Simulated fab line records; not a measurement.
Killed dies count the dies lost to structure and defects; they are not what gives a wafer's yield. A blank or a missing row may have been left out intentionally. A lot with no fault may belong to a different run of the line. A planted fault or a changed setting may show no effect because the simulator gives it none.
A lot that was struck, set against a sound lot + flow sky130 + 28 steps out of a route of 708
Sound: these wafers, L549.1, L549.4, L549.5. Struck: wafer L547.3; the same lot's L547.4 was not struck, so it is left out; see the end for the cause.
Per side, at each step with rows, come the tool, then ch with its chambers, and then its first start. Under that, the readings that differ: sound wafers + struck wafers + difference of the means + sigmas: that difference in standard deviations of wafers without a fault.
alike: words and numbers the same on both sides, and readings whose means are apart by under 2 such deviations; not compared: readings that were withheld, readings missing a value for some wafer, numbers with overlapping values and no deviation given by the record, and bounds like >300 which may hide the same value.
A row with sigmas, a row that says differs or no value, or rows on one side alone: a step with any of these is where the two part. When numbers do not overlap yet have no deviation, they are printed without sigmas and do not part them. A reading that every wafer of one side lacks parts them only if that side has two wafers or more.

first, 2 steps without rows for these wafers: SKY_VIA2_SPUTTER_20 (material TiN, target thk 20 nm, time 80 s); SKY_VIA2_CVD_21 (deposits W, target thk 420 nm, time 126.4 s).
SKY_VIA2_RS_MEAS_22: a four-point-probe measurement.
  sound: film_metro-03 at day 42 23:42; struck: film_metro-03 at day 42 05:04
| reading            | sound                | struck | difference | sigmas |
|--------------------|----------------------|--------|------------|--------|
| VIA2_W_RS (ohm/sq) | 0.2692 0.2770 0.2735 | 0.2813 | +0.0081    | +3     |
SKY_VIA2_THK_MEAS_23: measures by xrf.
  sound: film_metro-03 at day 42 23:49; struck: film_metro-03 at day 42 05:10
| reading         | sound       | struck | difference | sigmas |
|-----------------|-------------|--------|------------|--------|
| VIA2_W_THK (nm) | 457 448 454 | 432    | -21        | -4     |
then, 1 step without rows for these wafers: SKY_VIA2_CMP_24 (polishes, stops on SiO2, t overpolish 20 s, target thk 0 nm).
SKY_METAL3_SPUTTER_00: material Ti, target thk 15 nm, time 10 s.
  sound: pvd_sputter-03 at day 43 00:11; struck: pvd_sputter-03 at day 42 05:31
  alike: throttle_valve_pct
then, 1 step without rows for these wafers: SKY_METAL3_SPUTTER_01 (material TiN, target thk 20 nm, time 16.7 s).
SKY_METAL3_SPUTTER_02: material AlCu, target thk 735 nm, time 39.1 s.
  sound: pvd_sputter-03 at day 43 00:14; struck: pvd_sputter-03 at day 42 05:34
  alike: throttle_valve_pct
SKY_METAL3_SPUTTER_03: material Ti, target thk 5 nm, time 3.3 s.
  sound: pvd_sputter-03 at day 43 00:16; struck: pvd_sputter-03 at day 42 05:36
  alike: throttle_valve_pct
SKY_METAL3_SPUTTER_04: material TiN, target thk 70 nm, time 58.3 s.
  sound: pvd_sputter-03 at day 43 00:17; struck: pvd_sputter-03 at day 42 05:37
  alike: throttle_valve_pct
then, 1 step without rows for these wafers: SKY_CAPM_CVD_00 (deposits SiO2, target thk 15.5 nm).
SKY_CAPM_THK_MEAS_01:
  sound: film_metro-02 at day 43 00:22; struck: film_metro-01 at day 42 05:43
| reading              | sound             | struck | difference | sigmas |
|----------------------|-------------------|--------|------------|--------|
| CAPM_CVD_00_THK (nm) | 15.10 15.22 15.11 | 15.60  | +0.46      | +2     |
SKY_CAPM_SPUTTER_02: material TiN, target thk 200 nm, time 166.7 s.
  sound: pvd_sputter-01 at day 43 00:25; struck: pvd_sputter-02 at day 42 05:45
| reading                                  | sound           | struck | difference | sigmas |
|------------------------------------------|-----------------|--------|------------|--------|
| model.TiN_of_CAPM_SPUTTER_02.thk_nm (nm) | 198 200.8 199.5 | 245.6  | +46.2      |        |
  alike: throttle_valve_pct
SKY_CAPM_RS_MEAS_03: a four-point-probe measurement.
  sound: film_metro-02 at day 43 00:32; struck: film_metro-04 at day 42 05:54
| reading              | sound          | struck | difference | sigmas |
|----------------------|----------------|--------|------------|--------|
| CAPM_TIN_RS (ohm/sq) | 6.98 6.88 6.92 | 5.60   | -1.33      | -19    |
SKY_CAPM_THK_MEAS_04: measures by xrf.
  sound: film_metro-02 at day 43 00:39; struck: film_metro-04 at day 42 06:00
| reading           | sound             | struck | difference | sigmas |
|-------------------|-------------------|--------|------------|--------|
| CAPM_TIN_THK (nm) | 199.9 201.8 201.0 | 249.4  | +48.5      | +22    |
then, 7 steps without rows for these wafers: SKY_CAPM_DEHYDRATE_05 (time 60 s); SKY_CAPM_HMDS_06 (prime time 60 s); SKY_CAPM_COAT_07 (resist thk 1140 nm); SKY_CAPM_SOFTBAKE_08 (time 60 s); SKY_CAPM_EXPOSE_09 (exposes mask CAPM, target cd 1000 nm); SKY_CAPM_PEB_10; SKY_CAPM_DEVELOP_11 (develop time 60 s).
SKY_CAPM_OVL_MEAS_12:
  sound: overlay-02 at day 43 23:43; struck: overlay-01 at day 43 05:28
  alike: CAPM_OVL
SKY_CAPM_METAL_ETCH_13: etches TiN in Cl2/BCl3, stops on SiO2, target depth 220 nm, time 62.9 s.
  sound on rie_metal-02 ch 1, day 43 23:46; struck on rie_metal-04 ch 1, day 43 05:31
| reading                     | sound                | struck | difference | sigmas |
|-----------------------------|----------------------|--------|------------|--------|
| drypump_motor_current_A (A) | 6.07 6.08 6.11       | 5.55   | -0.54      | -2     |
| oes_product_au (a.u.)       | 0.933 0.944 0.936    | 1.002  | +0.064     | +9     |
| throttle_valve_pct (%)      | 21.919 21.899 21.883 | 21.864 | -0.036     | -4     |
  alike: chamber_pressure_mTorr, rf_fwd_power_W
  not compared: rf_hours_counter_h
SKY_CAPM_STRIP_14: strips in O2/N2.
  sound on plasma_asher-02 ch 0,1, day 43 23:50; struck on plasma_asher-02 ch 0, day 43 05:36
| reading               | sound             | struck | difference | sigmas |
|-----------------------|-------------------|--------|------------|--------|
| oes_product_au (a.u.) | 0.712 0.714 0.710 | 0.701  | -0.011     | -2     |
  alike: chamber_pressure_mTorr, drypump_motor_current_A, o2_flow_sccm, strip_time_to_endpoint_s
  not compared: rf_hours_counter_h
SKY_CAPM_STRIP_15: strips in post etch residue remover, time 1200 s.
  sound on wet_bench-03 ch 2, day 43 23:56; struck on wet_bench-03 ch 3, day 43 05:43
| reading                                  | sound             | struck | difference | sigmas |
|------------------------------------------|-------------------|--------|------------|--------|
| model.TiN_of_CAPM_SPUTTER_02.thk_nm (nm) | 197.6 200.4 199.1 | 245.2  | +46.2      |        |
  alike: bath_heat_duty_pct
then, 1 step without rows for these wafers: SKY_CAPM_CLEAN_16 (cleans in IPA, time 180 s).
-- the record jumps here: 7 days lie between the struck wafers' starts before and after (it left off in module CAPM and takes up again in module PAD_OPEN, whose first step shown is number 708 of the route) --
SKY_PAD_OPEN_PROBE_99:
  rows exist in the record for the struck wafers here (prober-01, day 50 14:59), but not for the sound ones

== WHERE THEY PART ==
First at SKY_VIA2_RS_MEAS_22; last, within this record, at SKY_PAD_OPEN_PROBE_99.

WHY: what the simulator had put in
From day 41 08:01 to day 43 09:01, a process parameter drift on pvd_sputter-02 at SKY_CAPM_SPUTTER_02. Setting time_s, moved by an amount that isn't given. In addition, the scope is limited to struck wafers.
